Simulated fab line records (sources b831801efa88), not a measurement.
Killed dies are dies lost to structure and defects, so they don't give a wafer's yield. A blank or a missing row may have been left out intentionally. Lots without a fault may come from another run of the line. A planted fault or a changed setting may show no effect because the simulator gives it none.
Which tool is to blame? | flow sky130 | 13 lots with 39 wafers sampled at 2 steps, on a route of 708 steps

WHAT THE GAUGES READ, wafer by wafer
SKY_RES_XHIGH_TW_MEAS_09. Usual: RES_XHIGH_TW gives 1648 (standard deviation 12).
lot  | measured     | on            | RES_XHIGH_TW   | flag
L682 | day 28 02:04 | film_metro-01 | 1646 1639 1640 |
L683 | day 28 19:14 | film_metro-01 | 30 30 30       | OFF
L688 | day 30 01:19 | film_metro-01 | 1646 1633 1639 |
L693 | day 31 17:01 | film_metro-02 | 1638 1642 1649 |
L694 | day 31 22:20 | film_metro-01 | 1635 1639 1632 |
L695 | day 32 06:53 | film_metro-01 | 1643 1649 1642 |
L696 | day 32 13:59 | film_metro-02 | 1639 1639 1647 |
L697 | day 32 15:47 | film_metro-01 | 1634 1632 1646 |
L699 | day 33 15:03 | film_metro-01 | 1626 1633 1632 |
L701 | day 34 07:22 | film_metro-02 | 1652 1649 1649 |
L700 | day 34 11:55 | film_metro-03 | 1650 1660 1661 |
L702 | day 34 12:53 | film_metro-03 | 1661 1664 1663 |
L703 | day 34 22:37 | film_metro-02 | 1648 1652 1657 |

WHICH TOOL RAN EACH LOT (tool, then ch and the chambers of the sampled wafers, then the start)
lot  | SKY_RES_XHIGH_EXPOSE_04
L682 | iline_stepper-01 ch 0, day 27 12:05
L683 | iline_stepper-01 ch 0, day 28 04:03
L688 | iline_stepper-01 ch 0, day 29 10:25
L693 | iline_stepper-01 ch 0, day 31 02:32
L694 | iline_stepper-01 ch 0, day 31 08:04
L695 | iline_stepper-01 ch 0, day 31 17:22
L696 | iline_stepper-01 ch 0, day 32 00:07
L697 | iline_stepper-01 ch 0, day 32 01:09
L699 | iline_stepper-01 ch 0, day 33 01:45
L701 | iline_stepper-01 ch 0, day 33 17:31
L700 | iline_stepper-01 ch 0, day 33 22:19
L702 | iline_stepper-01 ch 0, day 33 23:07
L703 | iline_stepper-01 ch 0, day 34 08:41
- SKY_RES_XHIGH_EXPOSE_04: exposes mask URPM, target cd 1270 nm.

WHAT THE TOOLS THEMSELVES READ (means of the sampled wafers that have a number; where no wafer has one, the mark that the record gives instead)
The record holds no such reading with a usual standard deviation.

THE ANSWER, worked out from the rows above alone
Rule: a lot is off if the mean of its wafers that have a number lies more than 3 standard deviations from the usual mean. A lot without any number at a reading at which 4 lots or more have one is off too. The other lots that the step has rows for count as sound. The gauges are gone through in route order, then the tools' own readings, and for those a lot's mean is taken as printed above. At the first step where some lot is off, the reading lying furthest off is the one used; lots without a number count as furthest.
Off: L683, seen at SKY_RES_XHIGH_TW_MEAS_09 (RES_XHIGH_TW).
A tool fits if, at a process step before that reading, it ran every lot that is off, and no sound lot after the first of them. Those tools and the gauges at SKY_RES_XHIGH_TW_MEAS_09 are tried in the same way. Of those tried, none fits.

WHAT THE SIMULATOR PUT IN
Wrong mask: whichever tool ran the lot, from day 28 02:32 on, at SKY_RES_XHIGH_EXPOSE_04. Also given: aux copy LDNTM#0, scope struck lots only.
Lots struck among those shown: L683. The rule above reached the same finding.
